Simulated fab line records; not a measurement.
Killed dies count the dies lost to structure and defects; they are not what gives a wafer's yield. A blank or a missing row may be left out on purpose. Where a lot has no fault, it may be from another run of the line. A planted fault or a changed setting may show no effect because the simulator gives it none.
Comparing a struck lot with a sound one | flow sky130 | 12 out of 708 route steps
Sound: wafers L700.1, L700.3, L700.6. Wafers L698.3, L698.5, L698.6 were the ones struck. Last of all comes the cause.
Each step with rows lists, per side, the tool, then ch with its chambers, then its first start. Under that, the readings that differ: sound wafers | struck wafers | difference of the means | sigmas: that difference in standard deviations of wafers without a fault.
alike: a reading whose means differ by less than 2 such deviations, as well as words and numbers matching on both sides. not compared: withheld readings; readings where some wafer has no value; bounds like >300 that might hide an equal value; numbers whose values overlap and for which the record gives no deviation.
The two part at a step that has a row with sigmas, a row that says differs or no value, or rows on one side only. Numbers that don't overlap but have no deviation are shown without sigmas and don't part them. Lack of a reading on every wafer of one side parts them only where that side has two or more wafers.

SKY_FIELD_ISO_BOW_MEAS_00:
  struck on film_metro-01, day 4 08:02; sound on film_metro-01, day 4 18:00
  alike: INCOMING_BOW
then, 1 step without rows for these wafers: SKY_FIELD_ISO_OXIDATION_01 (stabilise 600 s, purge 300 s, target thk 12 nm).
SKY_FIELD_ISO_THK_MEAS_02:
  struck on film_metro-01, day 4 10:39; sound on film_metro-01, day 4 21:09
  alike: FIELD_ISO_OXIDATION_00_THK
then, 1 step without rows for these wafers: SKY_FIELD_ISO_CVD_03 (deposits Si3N4 from DCS/NH3, target thk 165 nm, time 2830 s).
SKY_FIELD_ISO_THK_MEAS_04:
  struck on film_metro-02, day 4 14:17; sound on film_metro-03, day 5 00:26
  alike: FIELD_ISO_CVD_03_THK
then, 5 steps without rows for these wafers: SKY_FIELD_ISO_DEHYDRATE_05 (time 60 s); SKY_FIELD_ISO_HMDS_06 (prime time 60 s); SKY_FIELD_ISO_COAT_07 (resist thk 60 nm); SKY_FIELD_ISO_COAT_08 (resist thk 450 nm); SKY_FIELD_ISO_SOFTBAKE_09 (time 90 s).
SKY_FIELD_ISO_EXPOSE_10: exposes mask FOM, target cd 150 nm.
  struck on krf_scanner-01, day 4 22:36; sound on krf_scanner-02 ch 0, day 5 09:28
  no value came back on the struck wafers for exposure_dose_mJ_cm2, focus_offset_nm (nm); on the sound wafers exposure_dose_mJ_cm2 reads 27.994 28.011 28.002
  alike: mask
then, 1 step without rows for these wafers: SKY_FIELD_ISO_PEB_11.

WHERE THEY PART
Within this record, at SKY_FIELD_ISO_EXPOSE_10 only.

WHY: whatever the simulator had introduced
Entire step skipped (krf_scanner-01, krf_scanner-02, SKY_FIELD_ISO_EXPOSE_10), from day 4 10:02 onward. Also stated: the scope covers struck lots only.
